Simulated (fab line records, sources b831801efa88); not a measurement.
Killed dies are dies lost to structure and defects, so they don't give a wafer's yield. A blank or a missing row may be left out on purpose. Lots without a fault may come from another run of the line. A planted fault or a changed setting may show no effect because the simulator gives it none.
Which tool did it? | flow gf180mcu | 15 lots, 45 wafers sampled, at 1 step of a route of 602

WHAT THE GAUGES READ, wafer by wafer
GF_V3_BOW_MEAS_05. Usual: V3_BOW 115 um, standard deviation 8.4.
lot  | measured     | on            | V3_BOW (um) | flag
L552 | day 21 16:27 | film_metro-02 | 120 121 110 |
L555 | day 22 23:40 | film_metro-02 | 129 124 123 |
L556 | day 23 08:40 | film_metro-02 | 120 113 116 |
L557 | day 23 13:31 | film_metro-02 | 137 130 128 |
L558 | day 23 22:22 | film_metro-01 | 109 116 107 |
L560 | day 24 19:56 | film_metro-04 | 125 118 133 |
L561 | day 25 00:55 | film_metro-01 | 111 101 115 |
L562 | day 25 10:51 | film_metro-01 | 108 102 110 |
L563 | day 25 18:31 | film_metro-01 | 107 104 105 |
L564 | day 26 00:46 | film_metro-04 | 111 109 109 |
L566 | day 26 10:32 | film_metro-04 | 122 131 116 |
L565 | day 26 16:28 | film_metro-02 | 98 110 104  |
L569 | day 27 17:01 | film_metro-01 | 109 108 108 |
L574 | day 28 18:20 | film_metro-02 | 119 114 103 |
L573 | day 28 20:50 | film_metro-02 | 111 103 121 |

WHICH TOOL RAN EACH LOT (tool, then ch and the chambers of the sampled wafers, then the start)
The record holds no process step before these readings.

WHAT THE TOOLS THEMSELVES READ (means of the sampled wafers that have a number; where no wafer has one, the mark that the record gives instead)
The record holds no such reading with a usual standard deviation.

THE ANSWER, worked out from the rows above alone
Rule: a lot is off if the mean of its wafers that have a number lies more than 3 standard deviations from the usual mean. A lot without any number at a reading at which 4 lots or more have one is off too. The other lots that the step has rows for count as sound. The gauges are gone through in route order, then the tools' own readings, and for those a lot's mean is taken as printed above. The first step at which some lot is off is used, and at that step the reading that is off furthest; a lot without a number counts as furthest.
No lot is off at any reading shown: from this, nothing can be told.

WHAT THE SIMULATOR HAD PUT IN
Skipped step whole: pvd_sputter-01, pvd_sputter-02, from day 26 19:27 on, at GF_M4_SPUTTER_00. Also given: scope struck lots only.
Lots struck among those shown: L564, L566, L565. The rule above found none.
